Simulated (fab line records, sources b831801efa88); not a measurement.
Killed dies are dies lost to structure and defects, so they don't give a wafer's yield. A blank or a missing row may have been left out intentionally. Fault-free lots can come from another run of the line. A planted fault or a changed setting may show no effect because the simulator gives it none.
Which of the tools did it? || flow sky130 || 36 wafers sampled from 12 lots at 1 step of a route of 708

== WHAT EACH GAUGE READ, for each wafer ==
SKY_GATE_OXIDE_THK_MEAS_02.
{"lot": "L832", "measured": "day 12 20:20", "on": "film metro-04", "GATE_OXIDE_OXIDATION_00_THK (nm)": "10.42 10.34 10.34"}
{"lot": "L834", "measured": "day 13 12:40", "on": "film metro-02", "GATE_OXIDE_OXIDATION_00_THK (nm)": "10.22 10.19 10.30"}
{"lot": "L835", "measured": "day 14 02:26", "on": "film metro-04", "GATE_OXIDE_OXIDATION_00_THK (nm)": "10.47 10.61 10.57"}
{"lot": "L837", "measured": "day 14 09:32", "on": "film metro-02", "GATE_OXIDE_OXIDATION_00_THK (nm)": "10.41 10.41 10.32"}
{"lot": "L836", "measured": "day 14 15:35", "on": "film metro-01", "GATE_OXIDE_OXIDATION_00_THK (nm)": "10.38 10.59 10.36"}
{"lot": "L840", "measured": "day 15 16:35", "on": "film metro-04", "GATE_OXIDE_OXIDATION_00_THK (nm)": "10.00 9.73 9.94"}
{"lot": "L841", "measured": "day 16 05:58", "on": "film metro-04", "GATE_OXIDE_OXIDATION_00_THK (nm)": "9.85 9.89 9.64"}
{"lot": "L848", "measured": "day 18 10:37", "on": "film metro-01", "GATE_OXIDE_OXIDATION_00_THK (nm)": "9.97 9.94 9.88"}
{"lot": "L849", "measured": "day 18 14:29", "on": "film metro-02", "GATE_OXIDE_OXIDATION_00_THK (nm)": "10.39 10.41 10.47"}
{"lot": "L850", "measured": "day 19 02:13", "on": "film metro-02", "GATE_OXIDE_OXIDATION_00_THK (nm)": "10.24 10.37 10.17"}
{"lot": "L854", "measured": "day 20 07:05", "on": "film metro-02", "GATE_OXIDE_OXIDATION_00_THK (nm)": "10.07 10.06 10.10"}
{"lot": "L855", "measured": "day 20 10:01", "on": "film metro-01", "GATE_OXIDE_OXIDATION_00_THK (nm)": "10.35 10.31 10.23"}

== WHAT TOOL EACH LOT RAN ON (gives the tool, then ch and the chambers of the sampled wafers, and finally the start) ==
There is no process step in the record ahead of these readings.

== WHAT THE TOOLS THEMSELVES READ (means of the sampled wafers that have a number; where no wafer has one, the mark that the record gives instead) ==
The record holds no such reading with a usual standard deviation.

== THE ANSWER, worked out from the rows above alone ==
Rule: the lots themselves supply what counts as usual. Put in order of their means at a reading, lots are off if they are a third of the lots or fewer, leave a main group of 4 or more, and stand apart from it by a gap of 3 or more times the standard deviation of the main group's means; of several such gaps the widest counts. The tables above print the reading to a certain number of digits; a main group whose means all agree to those digits is not used. A lot without any number at a reading at which 4 lots or more have one is off too. The other lots that the step has rows for count as sound. Order of review: gauges by route order, followed by the tools' own readings, for which a lot's mean as printed above is used. The first step at which some lot is off is used, and at that step the reading that is off furthest; a lot without a number counts as furthest.
No lot is off at any reading shown: from this, nothing can be told.

== WHAT WAS PUT IN BY THE SIMULATOR ==
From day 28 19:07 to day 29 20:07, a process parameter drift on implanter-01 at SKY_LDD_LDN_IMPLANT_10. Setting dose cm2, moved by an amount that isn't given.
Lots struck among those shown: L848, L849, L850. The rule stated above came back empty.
